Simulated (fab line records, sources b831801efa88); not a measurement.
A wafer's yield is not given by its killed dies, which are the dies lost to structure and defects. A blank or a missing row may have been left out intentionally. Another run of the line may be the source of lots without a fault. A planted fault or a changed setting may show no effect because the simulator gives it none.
Which tool is to blame? | flow sky130 | Sampling: 14 lots, 42 wafers, 5 of 708 route steps

WHAT THE GAUGES SHOWED, per wafer
SKY_VIA4_BOW_MEAS_03. Usual: for VIA4_BOW the level is 78 um and the standard deviation is 7.6.
lot  | measured     | on            | VIA4_BOW (um)  | flag
L504 | day 42 05:01 | film metro-04 | 69 82 75       |
L505 | day 42 11:34 | film metro-04 | 87 80 78       |
L506 | day 42 15:36 | film metro-03 | 83 77 76       |
L509 | day 43 18:37 | film metro-04 | 84 78 83       |
L510 | day 43 18:53 | film metro-04 | 77 78 74       |
L508 | day 43 19:07 | film metro-01 | 67 63 67       |
L511 | day 44 13:46 | film metro-04 | 74 75 72       |
L512 | day 44 20:43 | film metro-03 | 79 82 84       |
L513 | day 44 21:03 | film metro-03 | 91 77 79       |
L515 | day 45 06:34 | film metro-03 | 74 70 87       |
L520 | day 46 19:49 | film metro-04 | 72 81 79 - - - |
L522 | day 47 00:38 | film metro-03 | 75 82 75       |
L521 | day 47 01:52 | film metro-01 | 85 77 82 - - - |
L527 | day 48 03:11 | film metro-03 | 77 69 77       |

WHAT TOOL EACH LOT RAN ON (gives the tool, then ch and the chambers of the sampled wafers, and finally the start)
lot  | SKY_METAL4_SPUTTER_03        | SKY_CAP2M_METAL_ETCH_13           | SKY_METAL4_ETCH_17                 | SKY_VIA4_CMP_02
L504 | pvd sputter-02, day 40 01:31 | rie metal-04 ch 0,1, day 41 02:07 | rie diel-02 ch 0,1, day 42 03:37   | cmp-02 ch 0,1,3, day 42 04:49
L505 | pvd sputter-04, day 40 08:47 | rie metal-01 ch 0,1, day 41 09:02 | rie diel-03 ch 0,1,2, day 42 10:10 | cmp-01 ch 0,3, day 42 11:13
L506 | pvd sputter-01, day 40 12:12 | rie metal-04 ch 0,1, day 41 13:01 | rie diel-02 ch 0,2,3, day 42 14:13 | cmp-02 ch 0,3, day 42 15:18
L509 | pvd sputter-02, day 41 17:11 | rie metal-01 ch 0,1, day 42 17:20 | rie diel-04 ch 0,2,3, day 43 17:14 | cmp-02 ch 0,2,3, day 43 18:22
L510 | pvd sputter-02, day 41 17:29 | rie metal-02 ch 0,1, day 42 17:31 | rie diel-03 ch 0,3, day 43 17:34   | cmp-01 ch 0,1, day 43 18:35
L508 | pvd sputter-04, day 41 17:55 | rie metal-01 ch 0,1, day 42 17:36 | rie diel-02 ch 0,1, day 43 17:35   | cmp-02 ch 0,1,2, day 43 18:53
L511 | pvd sputter-04, day 42 12:13 | rie metal-04 ch 0,1, day 43 11:50 | rie diel-03 ch 0,2,3, day 44 11:58 | cmp-01 ch 0,2,3, day 44 13:31
L512 | pvd sputter-01, day 42 19:49 | rie metal-02 ch 1, day 43 18:56   | rie diel-03 ch 1,2,3, day 44 19:14 | cmp-02 ch 0,1,3, day 44 20:25
L513 | pvd sputter-01, day 42 20:17 | rie metal-04 ch 0,1, day 43 20:18 | rie diel-02 ch 0,2, day 44 19:39   | cmp-02 ch 1,2,3, day 44 20:50
L515 | pvd sputter-01, day 43 06:38 | rie metal-01 ch 0,1, day 44 05:54 | rie diel-02 ch 1,2,3, day 45 05:14 | cmp-02 ch 1,2,3, day 45 06:22
L520 | pvd sputter-02, day 44 22:49 | rie metal-04 ch 0,1, day 45 20:28 | rie diel-02 ch 0,1,3, day 46 18:17 | cmp-02 ch 0,2, day 46 19:29
L522 | pvd sputter-01, day 45 04:05 | rie metal-04 ch 1, day 46 01:58   | rie diel-03 ch 0,1,2, day 46 23:17 | cmp-01 ch 0,2,3, day 47 00:19
L521 | pvd sputter-04, day 45 06:14 | rie metal-01 ch 0,1, day 46 03:40 | rie diel-02 ch 1,2,3, day 47 00:32 | cmp-02 ch 0,1,2, day 47 01:37
L527 | pvd sputter-04, day 46 09:22 | rie metal-04 ch 1, day 47 04:53   | rie diel-04 ch 0,1,3, day 48 01:46 | cmp-01 ch 0,2, day 48 02:52
- SKY_METAL4_SPUTTER_03: material Ti, target thk 5 nm, time 3.3 s.
- SKY_CAP2M_METAL_ETCH_13: etches TiN in Cl2/BCl3, stops on SiO2, target depth 220 nm, time 62.9 s.
- SKY_METAL4_ETCH_17: etches SiO2 in C4F8/O2/Ar, stops on TiN, time 3.9 s, target depth 15 nm.
- SKY_VIA4_CMP_02: polishes SiO2.

WHAT THE TOOLS THEMSELVES READ (means of the sampled wafers that have a number; where no wafer has one, the mark that the record gives instead)
SKY_METAL4_SPUTTER_03. Usual: 29.5 % for throttle valve pct, sd 1.1.
lot  | tool           | throttle valve pct (%) | flag
L504 | pvd sputter-02 | 30.6                   |
L505 | pvd sputter-04 | 29.3                   |
L506 | pvd sputter-01 | 28.8                   |
L509 | pvd sputter-02 | 29.8                   |
L510 | pvd sputter-02 | 30.8                   |
L508 | pvd sputter-04 | 29.1                   |
L511 | pvd sputter-04 | 29.4                   |
L512 | pvd sputter-01 | 29.0                   |
L513 | pvd sputter-01 | 29.3                   |
L515 | pvd sputter-01 | 29.0                   |
L520 | pvd sputter-02 | 29.3                   |
L522 | pvd sputter-01 | 28.8                   |
L521 | pvd sputter-04 | 29.3                   |
L527 | pvd sputter-04 | 28.6                   |

SKY_CAP2M_METAL_ETCH_13. Usual: bcl3 flow sccm 30.03 sccm, standard deviation 0.089; drypump motor current A 5.98 A, standard deviation 0.29; mfc cl2 sccm 59.97 sccm, standard deviation 0.19; oes product au 0.948 a.u., standard deviation 0.0079; throttle valve pct 21.409 %, standard deviation 0.0097.
lot  | tool         | bcl3 flow sccm (sccm) | drypump motor current A (A) | mfc cl2 sccm (sccm) | oes product au (a.u.) | throttle valve pct (%) | flag
L504 | rie metal-04 | 30.11                 | 6.16                        | 60.12               | 0.943                 | 21.414                 |
L505 | rie metal-01 | 30.00                 | 5.72                        | 60.02               | 0.943                 | 21.423                 |
L506 | rie metal-04 | 30.11                 | 6.02                        | 59.89               | 0.960                 | 21.405                 |
L509 | rie metal-01 | 29.99                 | 5.75                        | 60.11               | 0.950                 | 21.407                 |
L510 | rie metal-02 | 30.06                 | 5.86                        | 60.02               | 0.943                 | 21.414                 |
L508 | rie metal-01 | 30.00                 | 5.76                        | 60.02               | 0.952                 | 21.414                 |
L511 | rie metal-04 | 29.98                 | 6.18                        | 59.90               | 0.957                 | 21.394                 |
L512 | rie metal-02 | 30.09                 | 6.37                        | 59.91               | 0.952                 | 21.406                 |
L513 | rie metal-04 | 30.10                 | 5.99                        | 59.96               | 0.952                 | 21.397                 |
L515 | rie metal-01 | 30.00                 | 5.71                        | 59.89               | 0.942                 | 21.416                 |
L520 | rie metal-04 | 30.04                 | 6.16                        | 60.08               | 0.942                 | 21.403                 |
L522 | rie metal-04 | 29.98                 | 6.32                        | 60.31               | 0.944                 | 21.410                 |
L521 | rie metal-01 | 29.98                 | 5.72                        | 59.87               | 0.949                 | 21.404                 |
L527 | rie metal-04 | 30.18                 | 6.30                        | 60.11               | 0.954                 | 21.409                 |

SKY_METAL4_ETCH_17. Usual: 0.753 a.u. for oes product au, sd 0.0074.
lot  | tool        | oes product au (a.u.) | flag
L504 | rie diel-02 | 0.755                 |
L505 | rie diel-03 | 0.756                 |
L506 | rie diel-02 | 0.753                 |
L509 | rie diel-04 | 0.753                 |
L510 | rie diel-03 | 0.761                 |
L508 | rie diel-02 | 0.744                 |
L511 | rie diel-03 | 0.750                 |
L512 | rie diel-03 | 0.755                 |
L513 | rie diel-02 | 0.747                 |
L515 | rie diel-02 | 0.761                 |
L520 | rie diel-02 | 0.744                 |
L522 | rie diel-03 | 0.759                 |
L521 | rie diel-02 | 0.749                 |
L527 | rie diel-04 | 0.754                 |

SKY_VIA4_CMP_02. Usual: 12.7 A for motor current A, sd 1.1.
lot  | tool   | motor current A (A) | flag
L504 | cmp-02 | 12.0                |
L505 | cmp-01 | 12.8                |
L506 | cmp-02 | 13.6                |
L509 | cmp-02 | 12.9                |
L510 | cmp-01 | 13.8                |
L508 | cmp-02 | 11.8                |
L511 | cmp-01 | 12.7                |
L512 | cmp-02 | 12.4                |
L513 | cmp-02 | 12.0                |
L515 | cmp-02 | 12.0                |
L520 | cmp-02 | 12.3                |
L522 | cmp-01 | 12.6                |
L521 | cmp-02 | 11.7                |
L527 | cmp-01 | 13.0                |

THE ANSWER, worked out from the rows above alone
Rule: a lot counts as off when the mean over its wafers that have a number is more than 3 standard deviations away from the usual mean. A lot without any number at a reading at which 4 lots or more have one is off too. Any other lot the step has rows for is counted as sound. Order of review: gauges by route order, followed by the tools' own readings, for which a lot's mean as printed above is used. The first step at which some lot is off is used, and at that step the reading that is off furthest; a lot without a number counts as furthest.
Nothing can be told from this: no lot is off at any reading shown.

WHAT THE SIMULATOR HAD PUT IN
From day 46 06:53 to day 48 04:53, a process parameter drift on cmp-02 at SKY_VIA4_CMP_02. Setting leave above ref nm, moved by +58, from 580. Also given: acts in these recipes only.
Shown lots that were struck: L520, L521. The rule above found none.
